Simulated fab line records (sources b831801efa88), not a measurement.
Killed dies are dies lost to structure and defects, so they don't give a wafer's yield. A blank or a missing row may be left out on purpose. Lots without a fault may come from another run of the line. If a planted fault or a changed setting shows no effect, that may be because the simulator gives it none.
fab line records | flow sfq_line
[record] lots = 14 | wafers = 42 | last_day = 92
route steps=325 shown INCOMING@2 I0@43 M1@68
lots untouched by any fault: they come from a run of this same line in which no faults occurred
start_h: hours from the record's first day to the start of the lot's first wafer shown | wait_h: time in hours since the lot's previous step | " unchanged from the row above | L1.1+2: a row that stands for several wafers | - no value, or no start given | * or withheld: withheld | < > ~ a bound
route shown NAME@n: NAME is a module with steps in the file, n the number in the route of the first one | usual: mean/standard deviation of fault-free wafers | same: alike in all rows | chamber/n: place in a boat | sites: per-site readings | _std_site: how widely they spread, as a standard deviation | _edge_site: mean of outer sites minus mean of inner sites | radius_mm: for every site, how far away it sits from the centre of the wafer | mask NAME#n: copy n | behind: the most recent tool/chamber to have shaped the wafer | hold: why the lot was held/for how many hours/how that ended | device: the n, p or np transistor that did not switch | end of line: the tests these same wafers got at the end of their route | step lacking rows: just its recipe | killed: the dies lost at the first sort to structure and to defects; this is not the yield of the wafer | map: a wafer's dies, x killed, . not, _ none there
set.NAME: the run value of the setting; set.NAME@STEP: its run value at that earlier step | model.NAME: the simulator's own value behind a step, which no gauge read
one table for each step of the route and one row for each wafer, over a sample of lots
services: when a tool's chamber went out of use (start_h, in hours from the record's first day, below 0 if earlier), for how many hours, and the reason
[[steps]]
[step SFQ_TRILAYER_INCOMING_OXIDATION_002]
[recipe] temp_c = 1000 | ambient = H2O | target_thk_a = 5000 | p_h2o_torr = 720 | ox_time_s = 4939
[usual] ox_temp_c_max = 1003.6/0.89 | ox_time_s = 4939/0
lot.wafer | tool       | chamber | start_h | wait_h | ox_temp_c_max | ox_time_s
L695.1    | furnace-01 | 0       | 10.12   | 0.1    | 1002.6        | 4939
L695.3    | "          | 0       | "       | "      | 1002.6        | 4939
L695.4    | "          | 0       | "       | "      | 1003.3        | 4939
L696.1    | furnace-02 | 0       | 15.12   | 0.1    | 1002.6        | 4939
L696.4    | "          | 0       | "       | "      | 1004.9        | 4939
L696.5    | "          | 0       | "       | "      | 1004.4        | 4939
L697.1    | furnace-01 | 0       | 20.12   | 0.1    | 1001.8        | 4939
L697.5    | "          | 0       | "       | "      | 1003.2        | 4939
L697.6    | "          | 0       | "       | "      | 1001.7        | 4939
L698.1    | furnace-02 | 0       | 25.12   | 0.1    | 1004.5        | 4939
L698.2    | "          | 0       | "       | "      | 1002.7        | 4939
L698.4    | "          | 0       | "       | "      | 1003.6        | 4939
L699.3    | furnace-01 | 0       | 30.12   | 0.1    | 1002.6        | 4939
L699.4    | "          | 0       | "       | "      | 1002.9        | 4939
L699.6    | "          | 0       | "       | "      | 1002.8        | 4939
L700.1    | furnace-02 | 0       | 35.22   | 0.1    | 1003.7        | 4939
L700.2    | "          | 0       | "       | "      | 1002.6        | 4939
L700.4    | "          | 0       | "       | "      | 1003.7        | 4939
L701.1    | furnace-01 | 0       | 40.12   | 0.1    | 1002.6        | 4939
L701.2    | "          | 0       | "       | "      | 1003.6        | 4939
L701.5    | "          | 0       | "       | "      | 1002.7        | 4939
L704.2    | furnace-02 | 0       | 55.12   | 0.1    | 1006.0        | 3951.2
L704.5    | "          | 0       | "       | "      | 1004.4        | 3951.2
L704.6    | "          | 0       | "       | "      | 1004.3        | 3951.2
L705.2    | furnace-01 | 0       | 60.12   | 0.1    | 1003.1        | 4939
L705.4    | "          | 0       | "       | "      | 1002.9        | 4939
L705.5    | "          | 0       | "       | "      | 1002.6        | 4939
L706.3    | furnace-02 | 0       | 65.12   | 0.1    | 1005.3        | 3951.2
L706.4    | "          | 0       | "       | "      | 1004.3        | 3951.2
L706.6    | "          | 0       | "       | "      | 1004.2        | 3951.2
L713.1    | furnace-01 | 0       | 100.12  | 0.1    | 1003.7        | 4939
L713.2    | "          | 0       | "       | "      | 1003.0        | 4939
L713.5    | "          | 0       | "       | "      | 1003.2        | 4939
L715.1    | furnace-01 | 0       | 110.12  | 0.1    | 1002.9        | 4939
L715.4    | "          | 0       | "       | "      | 1003.1        | 4939
L715.5    | "          | 0       | "       | "      | 1002.6        | 4939
L717.1    | furnace-01 | 0       | 120.12  | 0.1    | 1002.9        | 4939
L717.5    | "          | 0       | "       | "      | 1002.6        | 4939
L717.6    | "          | 0       | "       | "      | 1003.5        | 4939
L718.1    | furnace-02 | 0       | 125.12  | 0.1    | 1004.0        | 4939
L718.5    | "          | 0       | "       | "      | 1003.0        | 4939
L718.6    | "          | 0       | "       | "      | 1004.3        | 4939
[step SFQ_TRILAYER_I0_DEP_PECVD_027]
[recipe] material = SiO2 | temp_c = 150 | time_s = 111.11 | pressure_torr = 2.4 | rf_w = 183.3 | precursor = SiH4/N2O | target_thk_nm = 500
[usual] heater_power_w = 81/8.7 | throttle_valve_pct = 24.3/1.4
lot.wafer | tool     | chamber | start_h | wait_h | heater_power_w | throttle_valve_pct
L695.1    | pecvd-04 | 2       | 259.27  | 0.0    | 74             | 26.1
L695.3    | "        | 0       | "       | "      | 76             | 25.2
L695.4    | "        | 0       | "       | "      | 76             | 25.1
L696.1    | pecvd-03 | 2       | 269.65  | 0.0    | 100            | 24.7
L696.4    | "        | 2       | "       | "      | 82             | 24.5
L696.5    | "        | 1       | "       | "      | 92             | 23.0
L697.1    | pecvd-01 | 1       | 282.16  | 0.0    | 70             | 23.7
L697.5    | "        | 0       | "       | "      | 85             | 23.8
L697.6    | "        | 1       | "       | "      | 73             | 23.4
L698.1    | pecvd-04 | 0       | 290.60  | 0.0    | 71             | 25.1
L698.2    | "        | 2       | "       | "      | 75             | 26.1
L698.4    | "        | 1       | "       | "      | 86             | 26.0
L699.3    | pecvd-04 | 1       | 299.00  | 0.0    | 72             | 25.9
L699.4    | "        | 2       | "       | "      | 76             | 26.2
L699.6    | "        | 1       | "       | "      | 75             | 26.0
L700.1    | pecvd-03 | 1       | 313.37  | 0.0    | 93             | 23.3
L700.2    | "        | 2       | "       | "      | 86             | 24.4
L700.4    | "        | 2       | "       | "      | 89             | 24.4
L701.1    | pecvd-01 | 0       | 318.58  | 0.0    | 73             | 23.6
L701.2    | "        | 2       | "       | "      | 83             | 23.2
L701.5    | "        | 2       | "       | "      | 86             | 22.8
L704.2    | pecvd-04 | 1       | 342.58  | 0.0    | 84             | 25.9
L704.5    | "        | 1       | "       | "      | 82             | 26.0
L704.6    | "        | 0       | "       | "      | 75             | 25.0
L705.2    | pecvd-03 | 2       | 346.94  | 0.0    | 97             | 24.7
L705.4    | "        | 1       | "       | "      | 97             | 23.5
L705.5    | "        | 2       | "       | "      | 97             | 24.5
L706.3    | pecvd-03 | 1       | 356.55  | 0.0    | 90             | 23.6
L706.4    | "        | 2       | "       | "      | 96             | 24.2
L706.6    | "        | 1       | "       | "      | 91             | 23.5
L713.1    | pecvd-01 | 1       | 397.46  | 0.0    | 68             | 24.0
L713.2    | "        | 0       | "       | "      | 74             | 23.9
L713.5    | "        | 1       | "       | "      | 71             | 23.9
L715.1    | pecvd-03 | 2       | 403.58  | 0.0    | 98             | 24.8
L715.4    | "        | 2       | "       | "      | 97             | 24.6
L715.5    | "        | 1       | "       | "      | 88             | 23.9
L717.1    | pecvd-01 | 1       | 407.18  | 0.0    | 71             | 23.6
L717.5    | "        | 2       | "       | "      | 68             | 23.0
L717.6    | "        | 1       | "       | "      | 73             | 23.9
L718.1    | pecvd-03 | 0       | 408.38  | 0.0    | 75             | 21.6
L718.5    | "        | 0       | "       | "      | 78             | 21.7
L718.6    | "        | 1       | "       | "      | 81             | 23.8
[step SFQ_TRILAYER_I0_METRO_MEASURE_029]
[usual] thk_nm = 202.8/1.4
lot.wafer | tool          | chamber | start_h | wait_h | thk_nm
L695.1    | film_metro-04 | -       | 274.45  | 0.1    | 204.2
L695.3    | "             | -       | "       | "      | 206.0
L695.4    | "             | -       | "       | "      | 204.6
L696.1    | film_metro-03 | -       | 286.45  | 0.1    | 204.1
L696.4    | "             | -       | "       | "      | 203.5
L696.5    | "             | -       | "       | "      | 203.7
L697.1    | film_metro-03 | -       | 295.99  | 0.1    | 203.5
L697.5    | "             | -       | "       | "      | 203.7
L697.6    | "             | -       | "       | "      | 204.4
L698.1    | film_metro-01 | -       | 301.45  | 0.1    | 203.0
L698.2    | "             | -       | "       | "      | 202.7
L698.4    | "             | -       | "       | "      | 203.0
L699.3    | film_metro-04 | -       | 305.39  | 0.5    | 201.7
L699.4    | "             | -       | "       | "      | 201.9
L699.6    | "             | -       | "       | "      | 200.1
L700.1    | film_metro-01 | -       | 318.59  | 0.1    | 202.6
L700.2    | "             | -       | "       | "      | 204.6
L700.4    | "             | -       | "       | "      | 201.8
L701.1    | film_metro-01 | -       | 321.78  | 0.1    | 203.2
L701.2    | "             | -       | "       | "      | 203.7
L701.5    | "             | -       | "       | "      | 203.9
L704.2    | film_metro-04 | -       | 345.98  | 0.3    | 201.1
L704.5    | "             | -       | "       | "      | 201.6
L704.6    | "             | -       | "       | "      | 203.1
L705.2    | film_metro-04 | -       | 351.98  | 0.3    | 202.8
L705.4    | "             | -       | "       | "      | 204.3
L705.5    | "             | -       | "       | "      | 204.7
L706.3    | film_metro-01 | -       | 360.15  | 0.5    | 204.9
L706.4    | "             | -       | "       | "      | 203.9
L706.6    | "             | -       | "       | "      | 203.2
L713.1    | film_metro-01 | -       | 401.61  | 0.1    | 200.7
L713.2    | "             | -       | "       | "      | 202.0
L713.5    | "             | -       | "       | "      | 203.6
L715.1    | film_metro-03 | -       | 409.75  | 0.1    | 202.0
L715.4    | "             | -       | "       | "      | 203.2
L715.5    | "             | -       | "       | "      | 203.8
L717.1    | film_metro-01 | -       | 414.43  | 0.1    | 202.1
L717.5    | "             | -       | "       | "      | 201.6
L717.6    | "             | -       | "       | "      | 202.1
L718.1    | film_metro-04 | -       | 416.37  | 0.1    | 203.8
L718.5    | "             | -       | "       | "      | 204.4
L718.6    | "             | -       | "       | "      | 203.4
[step SFQ_M1_OVL_MEAS_911]
[usual] M1_OVL = 0/6.1
lot.wafer | tool       | chamber | start_h | wait_h | M1_OVL[nm]
L695.1    | overlay-02 | -       | 512.76  | 0.1    | 7
L695.3    | "          | -       | "       | "      | 3
L695.4    | "          | -       | "       | "      | 7
L696.1    | overlay-02 | -       | 550.21  | 0.1    | -1
L696.4    | "          | -       | "       | "      | -6
L696.5    | "          | -       | "       | "      | 5
L697.1    | overlay-01 | -       | 564.61  | 0.1    | 9
L697.5    | "          | -       | "       | "      | 11
L697.6    | "          | -       | "       | "      | 14
L698.1    | overlay-02 | -       | 570.61  | 0.1    | 4
L698.2    | "          | -       | "       | "      | 6
L698.4    | "          | -       | "       | "      | 1
L699.3    | overlay-02 | -       | 571.82  | 0.1    | 1
L699.4    | "          | -       | "       | "      | -2
L699.6    | "          | -       | "       | "      | -2
L700.1    | overlay-01 | -       | 581.41  | 0.1    | 4
L700.2    | "          | -       | "       | "      | 0
L700.4    | "          | -       | "       | "      | 6
L701.1    | overlay-01 | -       | 611.41  | 0.1    | 7
L701.2    | "          | -       | "       | "      | 5
L701.5    | "          | -       | "       | "      | 6
L704.2    | overlay-01 | -       | 633.58  | 0.1    | 5
L704.5    | "          | -       | "       | "      | 8
L704.6    | "          | -       | "       | "      | 10
L705.2    | overlay-01 | -       | 635.98  | 0.1    | 5
L705.4    | "          | -       | "       | "      | 4
L705.5    | "          | -       | "       | "      | 2
L706.3    | overlay-02 | -       | 655.29  | 0.1    | -5
L706.4    | "          | -       | "       | "      | -5
L706.6    | "          | -       | "       | "      | -3
L713.1    | overlay-02 | -       | 714.97  | 0.1    | 0
L713.2    | "          | -       | "       | "      | -3
L713.5    | "          | -       | "       | "      | -6
L715.1    | overlay-02 | -       | 723.37  | 0.1    | -14
L715.4    | "          | -       | "       | "      | -10
L715.5    | "          | -       | "       | "      | -14
L717.1    | overlay-02 | -       | 730.57  | 0.1    | -7
L717.5    | "          | -       | "       | "      | -9
L717.6    | "          | -       | "       | "      | -4
L718.1    | overlay-02 | -       | 732.97  | 0.1    | -13
L718.5    | "          | -       | "       | "      | -15
L718.6    | "          | -       | "       | "      | -8
[[services]]
tool          | chamber | start_h | hours | kind
furnace-02    | -       | -11.41  | 4.1   | pm
film_metro-01 | -       | 16.04   | 0.8   | pm
film_metro-04 | -       | 30.23   | 0.5   | pm
furnace-01    | -       | 62.49   | 3.5   | pm
film_metro-01 | -       | 64.79   | 1.5   | pm
film_metro-01 | -       | 76.14   | 1.3   | pm
pecvd-03      | 0       | 128.53  | 2.0   | repair
film_metro-04 | -       | 133.63  | 2.3   | pm
furnace-02    | -       | 134.72  | 3.0   | pm
furnace-01    | -       | 149.72  | 4.1   | pm
film_metro-04 | -       | 162.15  | 0.6   | pm
pecvd-03      | -       | 194.25  | 14.0  | pm
furnace-02    | -       | 209.86  | 2.0   | pm
furnace-02    | -       | 224.16  | 7.7   | repair
furnace-01    | -       | 232.49  | 3.5   | pm
film_metro-01 | -       | 261.04  | 0.8   | pm
furnace-02    | -       | 270.59  | 5.8   | pm
furnace-01    | -       | 277.99  | 14.5  | pm
furnace-02    | -       | 302.72  | 2.9   | pm
film_metro-01 | -       | 309.79  | 0.1   | pm
film_metro-01 | -       | 320.34  | 1.1   | pm
furnace-01    | -       | 397.49  | 5.2   | pm
film_metro-01 | -       | 407.57  | 5.5   | pm
furnace-02    | -       | 414.01  | 5.9   | repair
[[key]]
[first_sign] step = SFQ_TRILAYER_INCOMING_OXIDATION_002 | reading = ox_time_s | direction = down | sigmas = 99+ | usual = * | struck = *
effect none on later readings
met_at SFQ_TRILAYER_INCOMING_OXIDATION_002
struck_lots L704,L706
not_acting_at SFQ_TRILAYER_I0_DEP_PECVD_027,SFQ_TRILAYER_I0_METRO_MEASURE_029,SFQ_M1_OVL_MEAS_911
onset_between 35.22 55.12
[fault] kind = process_parameter_drift | tool = furnace-02 | chamber = - | onset_h = 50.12 | steps = SFQ_TRILAYER_INCOMING_OXIDATION_002 | channel = ox_time_s | offset = * | shape = step | end_h = 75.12 | stated = *
